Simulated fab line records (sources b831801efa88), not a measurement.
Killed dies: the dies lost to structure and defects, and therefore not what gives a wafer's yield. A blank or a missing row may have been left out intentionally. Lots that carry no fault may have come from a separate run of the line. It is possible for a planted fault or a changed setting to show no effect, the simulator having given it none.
Matching of chambers -- flow gf180mcu -- GF_V2_CVD_00 on hdpcvd-01: 3 sister chambers
The step deposits SiO2, target thk 600 nm, time 100 s. 16 wafers are shown with their chamber, then 8 later ones without.

## WAFERS PAIRED WITH THEIR CHAMBERS
wafer,chamber,sih4_flow_sccm (sccm)
L075.2,1,60.25
L075.4,1,60.21
L075.5,0,59.86
L078.2,2,59.88
L078.3,0,59.96
L078.6,1,59.91
L085.4,1,59.94
L085.5,0,60.04
L085.6,2,60.20
L086.3,0,59.95
L086.5,1,60.00
L086.6,2,59.79
L089.1,1,59.78
L089.3,0,60.29
L089.4,1,59.96
L090.3,1,60.05

SIGNATURES (averages over the wafers above)
reading,chamber 0,chamber 1,chamber 2,scatter within a chamber
sih4_flow_sccm,60.0200,60.0125,59.9567,0.169
Rule: a wafer's distance from a chamber is the root of the sum, over the readings, of the square of ((its reading less the chamber's mean) divided by the reading's scatter). If the next closest chamber is less than 2 further off than the closest, the wafer can't be placed; otherwise it belongs to the closest. The scatter: take each reading less its chamber's mean, square it, sum over the shown wafers, divide by the number of wafers less the number of chambers, and take the root.

## WAFERS WHOSE CHAMBER IS MISSING
wafer,sih4_flow_sccm (sccm)
L090.4,59.86
L090.6,60.11
L093.3,59.81
L093.4,60.22
L093.6,60.36
L094.2,59.99
L094.5,59.88
L094.6,60.07

## WHICH CHAMBER EACH WENT THROUGH
wafer,from the rows above,in truth
L090.4,can't be placed: 2 or 1 or 0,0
L090.6,can't be placed: 0 or 1 or 2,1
L093.3,can't be placed: 2 or 1 or 0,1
L093.4,can't be placed: 0 or 1 or 2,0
L093.6,can't be placed: 0 or 1 or 2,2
L094.2,can't be placed: 1 or 0 or 2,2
L094.5,can't be placed: 2 or 1 or 0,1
L094.6,can't be placed: 0 or 1 or 2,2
Correct placement for 0 of the 8. Can't be placed from these rows: 8 (the true chamber is among the candidates in 8). 0 placed wrongly.
